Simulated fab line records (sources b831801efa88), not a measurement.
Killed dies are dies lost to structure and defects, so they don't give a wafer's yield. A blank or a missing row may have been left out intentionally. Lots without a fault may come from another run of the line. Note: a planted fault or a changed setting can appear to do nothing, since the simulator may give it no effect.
What tool caused it? | flow gf180mcu | 41 wafers from 14 lots sampled at 2 of the route's 602 steps

WHAT THE GAUGES SHOWED, per wafer
GF_SALICIDE_RS_MEAS_04: uses a four-point probe to measure. Usual: SALICIDE_TIN_RS 16.31 ohm/sq, standard deviation 0.28.
lot  | measured     | on            | SALICIDE_TIN_RS (ohm/sq) | flag
L526 | day 15 08:49 | film metro-03 | 16.23 16.04 15.85        |
L527 | day 15 22:38 | film metro-02 | 16.52 15.96 16.46        |
L528 | day 16 10:34 | film metro-02 | 16.12 16.43 16.15        |
L530 | day 16 23:23 | film metro-02 | 16.13 16.74 16.55        |
L532 | day 17 14:41 | film metro-02 | 15.69 15.63 15.81        |
L539 | day 19 20:34 | film metro-03 | 16.43 16.20 16.46        |
L540 | day 20 04:43 | film metro-01 | 16.57 16.48 16.16        |
L541 | day 20 16:27 | film metro-01 | 16.71 16.88 16.50        |
L542 | day 21 03:04 | film metro-03 | 16.06 16.19 16.13        |
L543 | day 21 09:29 | film metro-02 | 16.10 15.93 16.14        |
L544 | day 21 13:18 | film metro-03 | 16.35 16.67 16.36        |
L545 | day 22 00:57 | film metro-03 | 16.88 16.73 16.43        |
L548 | day 22 15:22 | film metro-03 | 16.35 16.80              |
L549 | day 22 16:22 | film metro-03 | 16.21 16.34 15.95        |

WHICH TOOL RAN EACH LOT (tool, then ch and the chambers of the sampled wafers, then the start)
lot  | GF_SAB_WET_ETCH_12
L526 | wet bench-01 ch 2, day 15 08:25
L527 | wet bench-01 ch 0, day 15 22:16
L528 | wet bench-01 ch 1, day 16 10:11
L530 | wet bench-01 ch 1, day 16 23:01
L532 | wet bench-02 ch 3, day 17 14:13
L539 | wet bench-02 ch 3, day 19 20:08
L540 | wet bench-01 ch 3, day 20 04:20
L541 | wet bench-01 ch 3, day 20 16:04
L542 | wet bench-02 ch 3, day 21 02:38
L543 | wet bench-02 ch 2, day 21 09:07
L544 | wet bench-02 ch 3, day 21 12:54
L545 | wet bench-03 ch 0, day 22 00:30
L548 | wet bench-03 ch 2, day 22 15:00
L549 | wet bench-01 ch 3, day 22 15:56
- GF_SAB_WET_ETCH_12: etches SiO2 in dHF, target depth 22 nm, time 440 s.

AS READ BY THE TOOLS THEMSELVES (means over the sampled wafers that have a number; for cases with no such wafer, the mark the record gives instead)
GF_SAB_WET_ETCH_12. Usual: 468 s for run length s, sd 3.1.
lot  | tool         | run length s (s) | flag
L526 | wet bench-01 | 465              |
L527 | wet bench-01 | 468              |
L528 | wet bench-01 | 338              | OFF
L530 | wet bench-01 | 331              | OFF
L532 | wet bench-02 | 467              |
L539 | wet bench-02 | 467              |
L540 | wet bench-01 | 473              |
L541 | wet bench-01 | 466              |
L542 | wet bench-02 | 466              |
L543 | wet bench-02 | 467              |
L544 | wet bench-02 | 466              |
L545 | wet bench-03 | 473              |
L548 | wet bench-03 | 466              |
L549 | wet bench-01 | 465              |

THE ANSWER, worked out from the rows above alone
Rule: a lot is off if the mean of its wafers that have a number lies more than 3 standard deviations from the usual mean. Also off: a lot with no number at a reading for which 4 or more lots have one. All remaining lots with rows at the step are treated as sound. First the gauges in route order, then the tools' own readings, where a lot's mean is used as printed above. At the first step where some lot is off, the reading lying furthest off is the one used; lots without a number count as furthest.
Off at GF_SAB_WET_ETCH_12 (run length s): L528, L530.
If a tool, at that step or one of the process steps before it, ran each lot that is off and ran no sound lot following the first of them, it fits. No candidate that was tried fits.

WHAT HAD BEEN PUT IN BY THE SIMULATOR
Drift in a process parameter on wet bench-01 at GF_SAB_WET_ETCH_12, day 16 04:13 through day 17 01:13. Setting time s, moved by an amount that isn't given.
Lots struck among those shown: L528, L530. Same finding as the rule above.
